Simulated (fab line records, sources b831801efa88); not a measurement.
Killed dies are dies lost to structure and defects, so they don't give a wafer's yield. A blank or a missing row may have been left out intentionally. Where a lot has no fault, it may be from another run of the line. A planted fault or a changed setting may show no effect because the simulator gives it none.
Which tool did it? | flow sky130 | 13 lots, 39 wafers sampled, at 2 steps of a route of 708

WHAT THE GAUGES READ, wafer by wafer
SKY_VIA4_OVL_MEAS_11.
lot  | measured     | on         | VIA4_OVL (nm)
L222 | day 42 19:40 | overlay-02 | -0.3 0.5 -0.7
L223 | day 43 01:10 | overlay-01 | -1.2 -2.0 0.3
L224 | day 43 13:41 | overlay-01 | -0.4 0.1 0.8
L231 | day 45 12:40 | overlay-02 | 0.8 0.7 1.3
L232 | day 45 13:59 | overlay-02 | 0.9 1.3 0.5
L236 | day 46 13:35 | overlay-02 | -0.6 -0.3 0.1
L237 | day 46 15:28 | overlay-01 | 1.9 0.1 0.4
L239 | day 46 23:56 | overlay-02 | -0.8 1.7 -0.5
L240 | day 47 11:58 | overlay-01 | 1.1 -0.2 0.4
L242 | day 47 18:50 | overlay-01 | -0.8 -1.1 -0.6
L243 | day 48 03:29 | overlay-02 | 0.1 1.0 1.5
L244 | day 48 07:56 | overlay-02 | -0.6 -2.7 -1.8
L245 | day 48 12:08 | overlay-02 | 3.1 3.8 2.3

WHAT TOOL EACH LOT RAN ON (gives the tool, then ch and the chambers of the sampled wafers, and finally the start)
lot  | SKY_METAL4_METAL_ETCH_18
L222 | rie metal-02 ch 0,1, day 41 18:46
L223 | rie metal-02 ch 0,1, day 42 00:04
L224 | rie metal-04 ch 0, day 42 13:54
L231 | rie metal-03 ch 0, day 44 12:56
L232 | rie metal-03 ch 0, day 44 14:57
L236 | rie metal-03 ch 0, day 45 16:13
L237 | rie metal-03 ch 0, day 45 17:25
L239 | rie metal-04 ch 0,1, day 46 03:47
L240 | rie metal-04 ch 0,1, day 46 14:31
L242 | rie metal-02 ch 0,1, day 46 21:40
L243 | rie metal-04 ch 0,1, day 47 05:58
L244 | rie metal-02 ch 0,1, day 47 10:53
L245 | rie metal-02 ch 1, day 47 15:13
- SKY_METAL4_METAL_ETCH_18: etches the open film in Cl2/BCl3, stops on SiO2, target depth 845 nm, time 183.1 s.

AS READ BY THE TOOLS THEMSELVES (means over the sampled wafers that have a number; for cases with no such wafer, the mark the record gives instead)
SKY_METAL4_METAL_ETCH_18.
lot  | tool         | bcl3 flow sccm (sccm) | drypump motor current A (A) | oes product au (a.u.) | throttle valve pct (%)
L222 | rie metal-02 | 29.98                 | 6.4                         | 0.874                 | 22.266
L223 | rie metal-02 | 30.05                 | 6.4                         | 0.873                 | 22.259
L224 | rie metal-04 | 29.94                 | 5.6                         | 0.859                 | 22.262
L231 | rie metal-03 | 30.05                 | 5.8                         | 0.854                 | 22.262
L232 | rie metal-03 | 29.99                 | 5.9                         | 0.859                 | 22.264
L236 | rie metal-03 | 30.02                 | 5.9                         | 0.865                 | 22.258
L237 | rie metal-03 | 30.00                 | 5.9                         | 0.879                 | 22.258
L239 | rie metal-04 | 30.03                 | 5.3                         | 0.861                 | 22.262
L240 | rie metal-04 | 29.97                 | 5.3                         | 0.867                 | 22.267
L242 | rie metal-02 | 29.92                 | 6.5                         | 0.867                 | 22.273
L243 | rie metal-04 | 29.99                 | 5.3                         | 0.874                 | 22.265
L244 | rie metal-02 | 30.03                 | 6.4                         | 0.872                 | 22.264
L245 | rie metal-02 | 29.97                 | 6.7                         | 0.864                 | 22.260

THE ANSWER, worked out from the rows above alone
Rule: usual is defined by the lots themselves. Put in order of their means at a reading, lots are off if they are a third of the lots or fewer, leave a main group of 4 or more, and stand apart from it by a gap of 3 or more times the standard deviation of the main group's means; of several such gaps the widest counts. The tables above print the reading to a certain number of digits; a main group whose means all agree to those digits is not used. Also off: a lot with no number at a reading for which 4 or more lots have one. Where the step has rows for the other lots, those lots are counted as sound. First the gauges in route order, then the tools' own readings, where a lot's mean is used as printed above. At the first step where some lot is off, the reading lying furthest off is the one used; lots without a number count as furthest.
None of the lots is off at any reading shown; this tells nothing.

WHAT HAD BEEN PUT IN BY THE SIMULATOR
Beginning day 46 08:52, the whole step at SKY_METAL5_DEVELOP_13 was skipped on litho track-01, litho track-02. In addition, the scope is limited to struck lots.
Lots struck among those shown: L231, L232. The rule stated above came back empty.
